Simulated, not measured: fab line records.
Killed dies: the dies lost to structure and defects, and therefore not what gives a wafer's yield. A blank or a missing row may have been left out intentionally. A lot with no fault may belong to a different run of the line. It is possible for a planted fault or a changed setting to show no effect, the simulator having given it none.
fab line records    flow sky130
record: lots: 5  wafers: 15  lastDay: 50
route steps=708 shown FIELD_ISO@2 PAD_OPEN@708
lots with no fault: from the same line, run without faults
startH: start of the lot's first displayed wafer, in hours after the record's first day    waitH: hours since the lot's step before    " same as the row above    L1.1+2: several wafers, shown together as one row    - either no value or no given start    * or withheld: withheld    < > ~ a bound
route shown NAME@n: a module of which the file shows steps, and the number in the route of the first    usual: the fault-free wafers' mean and standard deviation    same: alike in all rows    chamber/n: place in a boat    sites: each site's reading    _std_site: standard deviation across them    _edge_site: outer sites' mean less inner sites'    radiusMm: for every site, how far away it sits from the centre of the wafer    mask NAME#n: copy n    behind: the most recent tool/chamber to have shaped the wafer    hold: cause of the lot's hold/its duration in hours/its outcome    device: which transistor (n, p or np) failed to switch    end of line: the route-end tests of the same wafers    for a step that has no rows: nothing shown but its recipe    killed: at the first sort, the dies lost to defects and structure; wafer yield is something else    map: dies across one wafer; x = killed, . = not, _ = none there
set.NAME: the setting as run; set.NAME@STEP: as run at that earlier step    model.NAME: the simulator's own value behind a step, which no gauge read
certain route steps with their lots: each step a table, each wafer a row
services: from which hour (startH, from the record's first day; less than 0 if before it) a tool's chamber was out of use, for how many hours, and why
== steps ==
step: SKY_FIELD_ISO_OXIDATION_01
recipe: tempC: 900  ambient: O2  stabiliseS: 600  purgeS: 300  targetThkA: 120  oxTimeS: 1843
usual: oxTempCMax: 903.3/0.93
same: purgeS: 300
lot.wafer  tool        chamber  startH  waitH  oxTempCMax
L864.1     furnace-01  0        10.43   0.4    904.9
L864.4     "           0        "       "      905.0
L864.5     "           0        "       "      904.4
L868.1     furnace-02  0        33.11   3.1    903.1
L868.4     "           0        "       "      903.3
L868.5     "           0        "       "      902.8
L868.1     furnace-02  0        36.12   1.5    902.6
L868.4     "           0        "       "      902.3
L868.5     "           0        "       "      903.9
L869.2     furnace-02  0        36.12   1.1    903.4
L869.5     "           0        "       "      903.6
L869.6     "           0        "       "      902.6
L869.2     furnace-01  0        39.09   1.5    904.7
L869.5     "           0        "       "      902.7
L869.6     "           0        "       "      904.8
L871.4     furnace-01  0        46.07   1.0    905.6
L871.5     "           0        "       "      903.9
L871.6     "           0        "       "      904.0
L871.4     furnace-01  0        48.99   1.4    906.2
L871.5     "           0        "       "      904.8
L871.6     "           0        "       "      903.6
L885.2     furnace-02  0        115.12  0.1    903.0
L885.4     "           0        "       "      904.3
L885.5     "           0        "       "      902.9
step: SKY_FIELD_ISO_THK_MEAS_02
recipe: reads: SiO2_of_FIELD_ISO_OXIDATION_01
usual: FIELD_ISO_OXIDATION_00_THK: 12.05/0.21
lot.wafer  tool          chamber  startH  waitH  FIELD_ISO_OXIDATION_00_THK[nm]
L864.1     filmMetro-01  -        11.95   0.0    12.08
L864.4     "             -        "       "      12.02
L864.5     "             -        "       "      12.24
L868.1     filmMetro-04  -        37.75   0.1    19.05
L868.4     "             -        "       "      19.54
L868.5     "             -        "       "      19.50
L869.2     filmMetro-01  -        40.62   0.0    19.22
L869.5     "             -        "       "      19.25
L869.6     "             -        "       "      18.97
L871.4     filmMetro-04  -        50.53   0.0    19.18
L871.5     "             -        "       "      19.32
L871.6     "             -        "       "      19.38
L885.2     filmMetro-01  -        116.64  0.0    12.16
L885.4     "             -        "       "      12.29
L885.5     "             -        "       "      12.28
step: SKY_FIELD_ISO_CVD_03
recipe: material: Si3N4  precursor: DCS/NH3  targetThkNm: 165  tempC: 770  timeS: 2830  pressureMtorr: 250
step: SKY_FIELD_ISO_DEHYDRATE_05
recipe: tempC: 200  timeS: 60
step: SKY_FIELD_ISO_HMDS_06
recipe: primeTimeS: 60  primeTempC: 120
step: SKY_FIELD_ISO_COAT_07
recipe: resist: BARC  tempC: withheld  timeS: withheld  spinRpm: 3000  resistThkNm: 60
step: SKY_FIELD_ISO_COAT_08
recipe: resist: KrF-thick  spinRpm: 3000  resistThkNm: 450
step: SKY_FIELD_ISO_SOFTBAKE_09
recipe: tempC: 100  timeS: 90  resist: KrF-thick
step: SKY_FIELD_ISO_EXPOSE_10
recipe: maskId: FOM  na: 0.68  sourceShape: annular  sigmaInner: 0.4  sigmaOuter: 0.8  targetCdNm: 150  doseMj: 28
step: SKY_FIELD_ISO_PEB_11
recipe: pebTempC: withheld  pebTimeS: withheld  resist: KrF-thick
step: SKY_FIELD_ISO_DEVELOP_12
recipe: developTimeS: 60  resist: KrF-thick  devTempC: 21
step: SKY_FIELD_ISO_ETCH_14
recipe: chemistry: N2/H2  target: BARC  ionEnergyEv: 200  sourceW: 500  biasW: 100  pressureMtorr: 30  n2FlowSccm: 100  h2FlowSccm: 200  stopOn: SiO2  timeS: 45.9  targetDepthA: 600
step: SKY_FIELD_ISO_ETCH_15
recipe: chemistry: CHF3/O2  targetDepthNm: 180  stopOn: Si  sourceW: 600  biasW: 200  pressureMtorr: 40  chf3FlowSccm: 50  O2_flow_sccm: 5  timeS: 72
step: SKY_FIELD_ISO_STRIP_16
recipe: chemistry: O2/N2  powerW: 1400  pressureMtorr: 1500  platenTempC: withheld  o2FlowSccm: 3000  n2FlowSccm: 300  overashFraction: 0.5
step: SKY_FIELD_ISO_ETCH_17
recipe: targetDepthA: 3420  maskMaterial: Si3N4  chemistry: HBr/Cl2/O2  target: Si  taperDeg: 5  icpW: 600  biasW: 150  pressureMtorr: 15  HBr_flow_sccm: 150  Cl2_flow_sccm: 40  O2_flow_sccm: 6  timeS: 97.7
step: SKY_FIELD_ISO_WET_ETCH_18
recipe: chemistry: H3PO4  targetDepthNm: 25  tempC: 160  target: Si3N4  timeS: 286
step: SKY_FIELD_ISO_CLEAN_19
recipe: chemistry: SC1/SC2  mix: 1:4:20  tempC: 70  timeS: 150
step: SKY_FIELD_ISO_CLEAN_20
recipe: chemistry: dHF  timeS: 20  dilution: 100:1
step: SKY_FIELD_ISO_WET_ETCH_21
recipe: chemistry: dHF  dilution: 100:1  targetDepthNm: 20  dry: ipaMarangoni  target: SiO2  tempC: 25  timeS: 400
step: SKY_FIELD_ISO_OXIDATION_22
recipe: tempC: 950  ambient: O2  stabiliseS: 600  purgeS: 300  targetThkA: 100  oxTimeS: 623
step: SKY_FIELD_ISO_CVD_24
recipe: material: SiO2  targetThkNm: 595  tempC: 650  sigmaOpenFrac: 0.3  timeS: 99.2  sih4FlowSccm: 60  pressureMtorr: 6
step: SKY_FIELD_ISO_ANNEAL_26
recipe: tempC: 1000  timeS: 1800  ambient: N2
step: SKY_FIELD_ISO_CMP_27
recipe: stopOn: Si3N4  tOverpolishS: 16  downForcePsi: 4  platenRpm: 60  targetThkNm: 457.8  padVelocityMS: 0.94248
step: SKY_FIELD_ISO_WET_ETCH_28
recipe: chemistry: dHF  targetDepthNm: 23.7  target: SiO2  dilution: 10:1  tempC: 25  timeS: 47
step: SKY_FIELD_ISO_WET_ETCH_29
recipe: chemistry: H3PO4  targetDepthNm: 160  target: Si3N4  tempC: 160  timeS: 1825
lot.wafer  tool         chamber  startH  waitH  model.SiO2_of_FIELD_ISO_OXIDATION_01.thkNm
L864.1     wetBench-03  1        36.45   0.0    11.72
L864.4     "            1        "       "      11.67
L864.5     "            1        "       "      11.85
L868.1     wetBench-03  0        57.89   0.0    18.7
L868.4     "            0        "       "      19.2
L868.5     "            0        "       "      19.22
L869.2     wetBench-02  0        60.72   0.0    18.89
L869.5     "            0        "       "      18.87
L869.6     "            0        "       "      18.62
L871.4     wetBench-02  3        72.13   0.0    18.86
L871.5     "            3        "       "      18.96
L871.6     "            3        "       "      19.12
L885.2     wetBench-03  1        145.58  0.0    11.83
L885.4     "            1        "       "      11.97
L885.5     "            1        "       "      11.95
step: SKY_FIELD_ISO_WET_ETCH_30
recipe: chemistry: dHF  targetDepthNm: 25  target: SiO2  dilution: 10:1  tempC: 25  timeS: 50
step: SKY_PAD_OPEN_PROBE_99
usual: killed_at_M0_to_M3: 46/6.7  killed_at_M4_up: 3.3/2  killedAtContacts: 24/5.4  killedAtFrontEnd: 15/4.3  killedAtOther: 0.4/0.64  killedDies: 89/9.1  killedOpen: 48/7.2  killedShort: 40/6.3
same: grossDies: 492  killedAtBackSide: 0
lot.wafer  tool       chamber  startH   waitH  killed_at_M0_to_M3  killed_at_M4_up  killedAtContacts  killedAtFrontEnd  killedAtOther  killedDies  killedOpen  killedShort  model.etest.sramNfetPass.offLog10AUm  model.etest.diodePdiffFingers.leakLog10ACm2  model.etest.diodeNdiffFingers.leakLog10ACm2  model.etest.sramNfetPass.vtV  model.etest.sramNfetPass.vtSatV
L864.1     prober-01  -        1086.23  0.1    44                  8                23                14                0              89          40          49           -12.52                                -6.793                                       -6.68                                        0.6509                        0.5433
L864.4     prober-01  -        1086.38  0.2    51                  4                20                15                1              91          52          39           -12.96                                -6.589                                       -6.668                                       0.6929                        0.5869
L864.5     prober-01  -        1086.43  0.2    44                  3                34                13                0              94          59          35           -12.81                                -6.746                                       -6.516                                       0.6945                        0.5923
L868.1     prober-02  -        1113.09  0.1    59                  3                28                12                1              103         60          43           -12.95                                -6.768                                       -6.979                                       0.6851                        0.5831
L868.4     prober-02  -        1113.24  0.2    39                  3                33                19                0              94          56          38           -12.96                                -6.756                                       -6.971                                       0.6809                        0.5813
L868.5     prober-02  -        1113.29  0.2    46                  5                26                7                 1              85          45          40           -12.83                                -6.659                                       -6.857                                       0.6736                        0.5674
L869.2     prober-01  -        1123.69  0.1    41                  3                17                18                0              79          40          39           -13.42                                -7.113                                       -6.983                                       0.724                         0.6208
L869.5     prober-01  -        1123.84  0.2    46                  1                32                14                2              95          51          44           -13.14                                -6.956                                       -6.949                                       0.6905                        0.5923
L869.6     prober-01  -        1123.89  0.2    48                  4                31                16                0              99          59          40           -13.34                                -7.018                                       -6.959                                       0.7382                        0.6339
L871.4     prober-01  -        1136.31  0.2    40                  2                24                18                0              84          44          40           -12.91                                -6.835                                       -6.98                                        0.6795                        0.5788
L871.5     prober-01  -        1136.36  0.2    38                  1                17                15                1              72          36          36           -13.27                                -7.01                                        -7.095                                       0.7089                        0.6126
L871.6     prober-01  -        1136.41  0.2    52                  3                16                11                0              82          45          37           -12.59                                -6.861                                       -6.917                                       0.6565                        0.5493
L885.2     prober-01  -        1203.75  0.1    50                  2                19                15                0              86          48          38           -12.73                                -6.662                                       -6.699                                       0.676                         0.5733
L885.4     prober-01  -        1203.85  0.2    52                  5                23                9                 0              89          51          38           -12.74                                -6.84                                        -6.728                                       0.6718                        0.5735
L885.5     prober-01  -        1203.90  0.2    48                  5                20                14                0              87          51          36           -12.88                                -6.541                                       -6.406                                       0.6839                        0.5796
killed by level:class
L864.1 CONTACT:geometricParticle:open=9 METAL1:geometricParticle:short=9 VIA3:geometricParticle:open=8 VIA1:geometricParticle:open=7 METAL4:geometricParticle:short=7 LI_CONTACT:geometricParticle:open=6 POLY_GATE:geometricParticle:short=5 VIA2:geometricParticle:open=5
L864.4 VIA1:geometricParticle:open=11 LI_CONTACT:geometricParticle:open=9 VIA2:geometricParticle:open=9 METAL2:geometricParticle:short=8 CONTACT:geometricParticle:open=6 VIA3:geometricParticle:open=6 FIELD_ISO:geometricParticle:open=5 VIA2:geometricParticle:short=5
L864.5 CONTACT:geometricParticle:open=17 VIA1:geometricParticle:open=9 LI_CONTACT:geometricParticle:open=7 VIA2:geometricParticle:open=7 VIA3:geometricParticle:open=7 VIA2:geometricParticle:short=5 CONTACT:geometricParticle:short=5 POLY_GATE:geometricParticle:short=4
L868.1 VIA1:geometricParticle:open=17 VIA3:geometricParticle:open=11 LI_CONTACT:geometricParticle:open=10 CONTACT:geometricParticle:open=7 VIA1:geometricParticle:short=7 LOCAL_INTERCONNECT:geometricParticle:short=6 METAL2:geometricParticle:short=5 METAL1:geometricParticle:short=4
L868.4 LI_CONTACT:geometricParticle:open=11 VIA1:geometricParticle:open=10 CONTACT:geometricParticle:open=9 VIA3:geometricParticle:open=8 FIELD_ISO:geometricParticle:open=7 LOCAL_INTERCONNECT:geometricParticle:short=5 FIELD_ISO:geometricParticle:short=5 VIA1:geometricParticle:short=5
L868.5 CONTACT:geometricParticle:open=11 VIA1:geometricParticle:open=10 VIA3:geometricParticle:open=9 VIA1:geometricParticle:short=7 LI_CONTACT:geometricParticle:open=6 METAL1:geometricParticle:short=5 METAL2:geometricParticle:short=5 LOCAL_INTERCONNECT:geometricParticle:short=4
L869.2 LI_CONTACT:geometricParticle:open=6 METAL1:geometricParticle:short=6 VIA1:geometricParticle:open=6 POLY_GATE:geometricParticle:open=5 VIA3:geometricParticle:short=5 VIA3:geometricParticle:open=5 POLY_GATE:geometricParticle:short=4 LI_CONTACT:geometricParticle:short=4
L869.5 VIA1:geometricParticle:open=10 CONTACT:geometricParticle:open=10 LI_CONTACT:geometricParticle:open=9 METAL1:geometricParticle:short=8 VIA1:geometricParticle:short=6 METAL2:geometricParticle:short=6 CONTACT:geometricParticle:short=5 POLY_GATE:geometricParticle:open=4
L869.6 CONTACT:geometricParticle:open=11 VIA1:geometricParticle:open=11 LI_CONTACT:geometricParticle:open=8 VIA2:geometricParticle:open=8 VIA3:geometricParticle:open=7 FIELD_ISO:geometricParticle:short=6 METAL2:geometricParticle:short=6 CONTACT:geometricParticle:short=5
L871.4 VIA1:geometricParticle:open=11 VIA3:geometricParticle:open=7 LI_CONTACT:geometricParticle:open=6 CONTACT:geometricParticle:open=6 CONTACT:geometricParticle:short=6 FIELD_ISO:geometricParticle:short=5 LI_CONTACT:geometricParticle:short=5 FIELD_ISO:geometricParticle:open=4
L871.5 VIA1:geometricParticle:open=8 LI_CONTACT:geometricParticle:open=6 CONTACT:geometricParticle:short=6 METAL1:geometricParticle:short=6 VIA1:geometricParticle:short=5 VIA2:geometricParticle:open=5 FIELD_ISO:geometricParticle:short=4 SPACER:geometricParticle:short=4
L871.6 VIA1:geometricParticle:open=13 VIA2:geometricParticle:open=10 CONTACT:geometricParticle:open=7 METAL1:geometricParticle:short=6 VIA3:geometricParticle:open=6 METAL2:geometricParticle:short=5 FIELD_ISO:geometricParticle:short=5 CONTACT:geometricParticle:short=4
L885.2 VIA3:geometricParticle:open=9 VIA1:geometricParticle:open=9 METAL2:geometricParticle:short=9 LI_CONTACT:geometricParticle:open=6 CONTACT:geometricParticle:open=6 FIELD_ISO:geometricParticle:open=5 POLY_GATE:geometricParticle:short=4 POLY_GATE:geometricParticle:open=4
L885.4 VIA1:geometricParticle:open=12 VIA3:geometricParticle:open=10 LI_CONTACT:geometricParticle:open=9 CONTACT:geometricParticle:open=7 FIELD_ISO:geometricParticle:short=5 VIA1:geometricParticle:short=5 METAL1:geometricParticle:short=4 VIA3:geometricParticle:short=4
L885.5 VIA1:geometricParticle:open=13 VIA3:geometricParticle:open=10 CONTACT:geometricParticle:open=9 LI_CONTACT:geometricParticle:open=7 FIELD_ISO:geometricParticle:short=6 METAL2:geometricParticle:short=5 METAL1:geometricParticle:short=4 VIA2:geometricParticle:short=4
== services ==
tool        chamber  startH  hours  kind
furnace-01  -        21.97   3.4    pm
furnace-02  -        42.75   4.9    repair
furnace-02  -        129.06  2.9    pm
== key ==
firstSign: step: SKY_FIELD_ISO_OXIDATION_01  reading: visit  direction: added
effect: step: SKY_FIELD_ISO_THK_MEAS_02  reading: FIELD_ISO_OXIDATION_00_THK  direction: up  sigmas: 34  usual: 12.05  struck: 19.27
modelEffect: step: SKY_FIELD_ISO_WET_ETCH_29  value: SiO2_of_FIELD_ISO_OXIDATION_01.thkNm  without: 11.61  struck: 18.94
modelEffect: step: SKY_PAD_OPEN_PROBE_99  value: etest.sramNfetPass.offLog10AUm  without: -12.63  struck: -13.04
metAt SKY_FIELD_ISO_OXIDATION_01
struckWafers L868.1,L868.4,L868.5,L869.2,L869.5,L869.6,L871.4,L871.5,L871.6
testerLeftOut L868,L869,L871
fault: kind: repeatedStepWhole  tool: furnace-01,furnace-02  chamber: -  onsetH: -  steps: SKY_FIELD_ISO_OXIDATION_01  times: 1  scope: struckLotsOnly
testerLeftOut: of these lots the tester's yield and bins aren't shown, on N5 and GAA mostly nor the transistor test; their killed dies are dies lost to structure and defects alone, not to doping, threshold or leakage, so they don't give the yield
